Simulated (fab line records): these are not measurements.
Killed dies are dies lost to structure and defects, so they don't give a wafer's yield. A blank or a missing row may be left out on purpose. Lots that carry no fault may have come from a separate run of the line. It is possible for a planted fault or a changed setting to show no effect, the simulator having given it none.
Which tool is to blame?    flow sky130    Sampling: 14 lots, 42 wafers, 5 of 708 route steps

WHAT EACH GAUGE READ, for each wafer
SKY_METAL2_OVL_MEAS_16.
lot   measured      on          METAL2_OVL (nm)
L851  day 34 21:47  overlay-02  10 10 1
L852  day 35 02:06  overlay-02  2 6 1
L853  day 35 15:38  overlay-01  3 -3 3
L856  day 37 06:23  overlay-01  -15 -5 -3
L857  day 37 07:41  overlay-02  -2 0 4
L862  day 38 11:21  overlay-02  5 2 3
L867  day 40 10:09  overlay-01  3 -2 -4
L868  day 40 11:02  overlay-02  -1 -2 -2
L869  day 40 18:59  overlay-01  5 -2 2
L870  day 40 21:17  overlay-02  2 -3 -2
L871  day 41 06:14  overlay-02  2 -3 4
L872  day 41 10:03  overlay-01  7 7 2
L873  day 42 03:56  overlay-02  -3 -9 -6
L874  day 42 06:35  overlay-02  4 0 -1

SKY_CAPM_OVL_MEAS_12.
lot   measured      on          CAPM_OVL (nm)
L851  day 37 05:04  overlay-02  -0.2 -1.7 -2.0
L852  day 37 09:05  overlay-01  2.2 2.1 1.7
L853  day 37 22:13  overlay-01  -0.8 -1.9 -2.1
L856  day 39 12:28  overlay-01  0.4 -1.9 -0.3
L857  day 39 13:56  overlay-02  0.2 -1.1
L862  day 40 15:41  overlay-01  -2.1 -0.3
L867  day 42 13:29  overlay-01  0.5 0.1 0.0
L868  day 42 14:16  overlay-02  -1.4 -1.7 -1.5
L869  day 42 21:59  overlay-01  -3.5 -1.4 -2.9
L870  day 42 23:19  overlay-01  -0.5 -1.1 -1.9
L871  day 43 08:14  overlay-01  -1.4 -0.3 0.3
L872  day 43 11:28  overlay-02  -3.1 -1.1 -1.3
L873  day 44 04:16  overlay-02  -1.0 -1.4 -2.9
L874  day 44 08:10  overlay-02  -0.4 -2.8 -0.6

EACH LOT AND THE TOOL THAT RAN IT (in order: tool; ch and the chambers of the sampled wafers; start)
lot   SKY_METAL2_METAL_ETCH_19           SKY_METAL2_STRIP_20                   SKY_CAPM_CVD_00
L851  rie metal-01 ch 0,1, day 34 21:55  plasma asher-04 ch 0,1, day 34 22:00  pecvd-03 ch 0,2, day 36 03:01
L852  rie metal-03 ch 0,1, day 35 02:15  plasma asher-02 ch 0,1, day 35 02:21  pecvd-02 ch 0,2, day 36 07:01
L853  rie metal-04 ch 0,1, day 35 15:46  plasma asher-03 ch 0,1, day 35 15:51  pecvd-03 ch 1,2, day 36 20:17
L856  rie metal-03 ch 0,1, day 37 06:31  plasma asher-04 ch 0,1, day 37 06:37  pecvd-04 ch 0,2, day 38 11:04
L857  rie metal-01 ch 0,1, day 37 07:49  plasma asher-03 ch 0,1, day 37 07:54  pecvd-03 ch 1, day 38 12:55
L862  rie metal-01 ch 0,1, day 38 11:28  plasma asher-03 ch 0,1, day 38 11:34  pecvd-02 ch 1,2, day 39 15:04
L867  rie metal-03 ch 0,1, day 40 10:18  plasma asher-03 ch 0,1, day 40 10:23  pecvd-03 ch 0,1,2, day 41 13:35
L868  rie metal-04 ch 0,1, day 40 11:10  plasma asher-03 ch 0,1, day 40 11:16  pecvd-04 ch 1,2, day 41 14:18
L869  rie metal-01 ch 0,1, day 40 19:07  plasma asher-03 ch 0,1, day 40 19:12  pecvd-02 ch 1,2, day 41 22:35
L870  rie metal-03 ch 0,1, day 40 21:25  plasma asher-03 ch 0,1, day 40 21:31  pecvd-04 ch 1,2, day 42 00:15
L871  rie metal-03 ch 0, day 41 06:31    plasma asher-03 ch 0,1, day 41 06:40  pecvd-02 ch 0,2, day 42 09:17
L872  rie metal-04 ch 0,1, day 41 10:10  plasma asher-02 ch 0, day 41 10:16    pecvd-04 ch 0,2, day 42 12:35
L873  rie metal-04 ch 1, day 42 04:04    plasma asher-02 ch 1, day 42 04:10    pecvd-04 ch 0,1, day 43 06:00
L874  rie metal-04 ch 0,1, day 42 06:43  plasma asher-03 ch 0,1, day 42 06:48  pecvd-03 ch 0,1, day 43 08:48
- SKY_METAL2_METAL_ETCH_19: etches the open film in Cl2/BCl3, stops on SiO2, target depth 360 nm, time 78 s.
- SKY_METAL2_STRIP_20: strips in O2/N2.
- SKY_CAPM_CVD_00: deposits SiO2, target thk 15.5 nm.

WHAT THE TOOLS THEMSELVES READ (means of the sampled wafers that have a number; where no wafer has one, the mark that the record gives instead)
SKY_METAL2_METAL_ETCH_19.
lot   tool          bcl3 flow sccm (sccm)  drypump motor current A (A)  oes product au (a.u.)  throttle valve pct (%)
L851  rie metal-01  30.00                  5.9                          0.850                  22.272
L852  rie metal-03  29.99                  6.2                          0.852                  22.264
L853  rie metal-04  30.01                  5.5                          0.857                  22.275
L856  rie metal-03  29.90                  6.4                          0.855                  22.267
L857  rie metal-01  29.94                  5.9                          0.809                  22.278
L862  rie metal-01  30.00                  5.9                          0.806                  22.263
L867  rie metal-03  29.94                  6.2                          0.851                  22.269
L868  rie metal-04  30.08                  5.4                          0.856                  22.263
L869  rie metal-01  29.94                  5.9                          0.842                  22.262
L870  rie metal-03  30.01                  6.4                          0.856                  22.269
L871  rie metal-03  30.07                  5.9                          0.860                  22.263
L872  rie metal-04  29.97                  5.4                          0.850                  22.262
L873  rie metal-04  29.93                  6.1                          0.854                  22.250
L874  rie metal-04  30.09                  5.8                          0.860                  22.258

SKY_METAL2_STRIP_20.
lot   tool             drypump motor current A (A)  oes product au (a.u.)  strip time to endpoint s (s)
L851  plasma asher-04  6.6                          0.345                  2.74
L852  plasma asher-02  5.7                          0.348                  2.76
L853  plasma asher-03  5.6                          0.345                  2.74
L856  plasma asher-04  6.6                          0.347                  2.77
L857  plasma asher-03  5.3                          0.357                  3.08
L862  plasma asher-03  5.6                          0.362                  3.11
L867  plasma asher-03  5.3                          0.346                  2.72
L868  plasma asher-03  5.6                          0.344                  2.77
L869  plasma asher-03  5.6                          0.347                  2.74
L870  plasma asher-03  5.3                          0.349                  2.78
L871  plasma asher-03  5.6                          0.345                  2.69
L872  plasma asher-02  5.7                          0.343                  2.79
L873  plasma asher-02  5.6                          0.351                  2.80
L874  plasma asher-03  5.6                          0.344                  2.75

SKY_CAPM_CVD_00.
lot   tool      heater power w (W)
L851  pecvd-03  679
L852  pecvd-02  687
L853  pecvd-03  686
L856  pecvd-04  852
L857  pecvd-03  630
L862  pecvd-02  700
L867  pecvd-03  698
L868  pecvd-04  807
L869  pecvd-02  794
L870  pecvd-04  734
L871  pecvd-02  621
L872  pecvd-04  859
L873  pecvd-04  764
L874  pecvd-03  704

THE ANSWER, worked out from the rows above alone
Rule: what is usual is taken from the lots themselves. The widest of any qualifying gaps counts: lots, ordered by their means at a reading, are off when they make up no more than a third of the lots, leave a main group of 4 or more, and stand apart from it by 3 or more times the standard deviation of that group's means. A main group is skipped when, at the precision printed for the reading in the tables above, its means are all equal. Also off: a lot with no number at a reading for which 4 or more lots have one. Any other lot the step has rows for is counted as sound. Order of review: gauges by route order, followed by the tools' own readings, for which a lot's mean as printed above is used. At the first step where some lot is off, the reading lying furthest off is the one used; lots without a number count as furthest.
Off: L857, L862 (SKY_METAL2_METAL_ETCH_19, oes product au). Main group: mean 0.854 a.u., sd 0.0048.
A tool fits if, at that step or a process step before it, it ran every lot that is off, and no sound lot after the first of them. Not one of the candidates tried fits.

WHAT THE SIMULATOR PUT IN
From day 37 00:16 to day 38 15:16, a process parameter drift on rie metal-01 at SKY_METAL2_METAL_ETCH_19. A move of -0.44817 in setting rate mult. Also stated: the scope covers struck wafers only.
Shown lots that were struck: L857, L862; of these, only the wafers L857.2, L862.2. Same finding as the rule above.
